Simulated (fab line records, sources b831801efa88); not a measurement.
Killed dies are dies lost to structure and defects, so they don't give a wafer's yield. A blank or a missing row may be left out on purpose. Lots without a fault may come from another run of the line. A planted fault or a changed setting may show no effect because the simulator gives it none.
Chamber matching | flow gf180mcu | GF_V2_CVD_02 on pecvd-02: 3 sister chambers
The step deposits SiO2 from TEOS, target thk 850 nm, time 94.851 s. 3 wafers are shown with their chamber, then 7 later ones without.

WAFERS WITH THEIR CHAMBER
wafer  | chamber | heater_power_w (W)
L085.3 | 2       | 571
L092.1 | 1       | 632
L092.2 | 0       | 647

WAFERS WITHOUT THEIR CHAMBER
wafer  | heater_power_w (W)
L092.5 | 732
L094.3 | 517
L094.5 | 583
L094.6 | 551
L096.1 | 571
L096.3 | 724
L096.5 | 578

WHICH CHAMBER EACH WENT THROUGH
wafer  | from the rows above          | in truth
L092.5 | can't be placed: 0 or 1 or 2 | 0
L094.3 | can't be placed: 2 or 1 or 0 | 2
L094.5 | can't be placed: 2 or 1 or 0 | 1
L094.6 | can't be placed: 2 or 1 or 0 | 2
L096.1 | can't be placed: 2 or 1 or 0 | 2
L096.3 | can't be placed: 0 or 1 or 2 | 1
L096.5 | can't be placed: 2 or 1 or 0 | 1
Placed correctly: 0 of 7. Can't be placed from these rows: 7 (the true chamber is among the candidates in 7). Placed wrongly: 0.
How it was worked out, from the rows above alone: a wafer's distance from a chamber is the root of the sum, over the readings, of the square of ((its reading less the chamber's mean) divided by the reading's scatter). The wafer belongs to the nearest chamber; if the next one is less than 2 further off, it can't be placed. A chamber's mean is the mean of its shown wafers. The scatter: with one shown wafer a chamber, the root of the mean of the squares of how far each hidden wafer lies from its nearest shown one.
